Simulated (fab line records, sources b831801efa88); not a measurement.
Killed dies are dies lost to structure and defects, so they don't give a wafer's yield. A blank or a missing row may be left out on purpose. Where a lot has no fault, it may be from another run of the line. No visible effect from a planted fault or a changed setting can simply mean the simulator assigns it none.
Matching of chambers    flow gf180mcu    GF_POLY_GATE_ETCH_12 on rieDiel-02 has 4 sister chambers
The step etches BARC in N2/H2. 18 wafers are shown with their chamber, then 9 later ones without.

== WAFERS, EACH WITH ITS CHAMBER ==
wafer   chamber  drypumpMotorCurrentA (A)  oesProductAu (a.u.)  throttleValvePct (%)
L075.1  2        6.4                       0.728                13.207
L075.2  3        6.0                       0.729                13.208
L075.6  3        6.0                       0.733                13.208
L079.1  2        6.4                       0.737                13.213
L079.3  0        5.2                       0.739                13.217
L079.4  3        6.1                       0.720                13.236
L080.3  3        6.1                       0.738                13.212
L080.5  2        6.4                       0.735                13.222
L080.6  1        6.6                       0.735                13.207
L081.2  1        6.5                       0.743                13.221
L081.5  3        6.1                       0.739                13.218
L081.6  2        6.4                       0.738                13.205
L086.3  2        6.4                       0.728                13.202
L086.5  2        6.3                       0.743                13.222
L086.6  1        6.5                       0.741                13.217
L090.1  3        6.1                       0.738                13.201
L090.4  1        6.6                       0.729                13.224
L090.5  3        6.1                       0.735                13.206

SIGNATURES, as means of the wafers listed above
reading               chamber 0  chamber 1  chamber 2  chamber 3  scatter within a chamber
drypumpMotorCurrentA  5.200      6.550      6.383      6.071      0.0483
oesProductAu          0.73900    0.73700    0.73483    0.73314    0.00638
throttleValvePct      13.21700   13.21725   13.21183   13.21271   0.00977
Rule: a wafer lies at a distance from a chamber equal to the root of the sum of squares, over the readings, of (its reading less the chamber's mean, divided by the reading's scatter). The wafer belongs to the nearest chamber; if the next one is less than 2 further off, it can't be placed. The scatter: take each reading less its chamber's mean, square it, sum over the shown wafers, divide by the number of wafers less the number of chambers, and take the root.

== WAFERS WITHOUT THEIR CHAMBER ==
wafer   drypumpMotorCurrentA (A)  oesProductAu (a.u.)  throttleValvePct (%)
L092.1  6.0                       0.732                13.229
L092.2  5.2                       0.740                13.191
L092.3  6.4                       0.732                13.226
L093.1  6.6                       0.729                13.218
L093.3  6.3                       0.737                13.215
L093.6  6.4                       0.731                13.223
L094.1  6.0                       0.734                13.223
L094.4  6.5                       0.732                13.211
L094.5  6.1                       0.742                13.227

== WHICH CHAMBER EACH ONE RAN IN ==
wafer   from the rows above      in truth
L092.1  3                        3
L092.2  0                        0
L092.3  can't be placed: 2 or 1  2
L093.1  1                        1
L093.3  2                        2
L093.6  can't be placed: 2 or 1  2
L094.1  3                        3
L094.4  can't be placed: 1 or 2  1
L094.5  3                        3
Correctly placed: 6 of 9. Unplaceable from these rows: 3, with the true chamber sitting among the candidates in 3. Placed wrongly: 0.
